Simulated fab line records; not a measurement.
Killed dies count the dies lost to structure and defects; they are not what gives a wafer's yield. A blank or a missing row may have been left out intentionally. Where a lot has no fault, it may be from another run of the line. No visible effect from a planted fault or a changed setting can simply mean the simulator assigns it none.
Chamber matching -- flow gf180mcu -- hdpcvd-01 running GF_V1_CVD_00: 3 sister chambers
The step deposits SiO2, target thk 600 nm, time 100 s. 6 wafers are shown with their chamber, then 9 later ones without.

## WAFERS PAIRED WITH THEIR CHAMBERS
wafer,chamber,sih4-flow-sccm (sccm)
L961.2,2,60.21
L961.4,0,60.02
L962.1,2,60.00
L971.3,0,59.89
L971.4,1,59.73
L971.5,1,59.86

## WAFERS WITH NO CHAMBER GIVEN
wafer,sih4-flow-sccm (sccm)
L972.4,60.38
L972.5,60.25
L972.6,60.10
L973.2,59.84
L973.3,59.76
L973.5,60.13
L974.3,59.75
L974.4,59.61
L974.5,60.07

## CHAMBER TAKEN BY EACH
wafer,from the rows above,in truth
L972.4,can't be placed: 2 or 0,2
L972.5,can't be placed: 2 or 0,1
L972.6,can't be placed: 2 or 0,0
L973.2,can't be placed: 1 or 0 or 2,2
L973.3,can't be placed: 1 or 0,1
L973.5,can't be placed: 2 or 0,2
L974.3,can't be placed: 1 or 0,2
L974.4,can't be placed: 1 or 0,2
L974.5,can't be placed: 2 or 0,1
0 of 9 placed correctly. From these rows, 9 cannot be placed; in 5 the true chamber is one of the candidates. Wrongly placed: 0.
How it was worked out, from the rows above alone: a wafer's distance from a chamber is the root of the sum, over the readings, of the square of ((its reading less the chamber's mean) divided by the reading's scatter). If the next closest chamber is less than 2 further off than the closest, the wafer can't be placed; otherwise it belongs to the closest. For every chamber, the mean is computed from those of its wafers that are shown. The scatter: take each reading less its chamber's mean, square it, sum over the shown wafers, divide by the number of wafers less the number of chambers, and take the root.
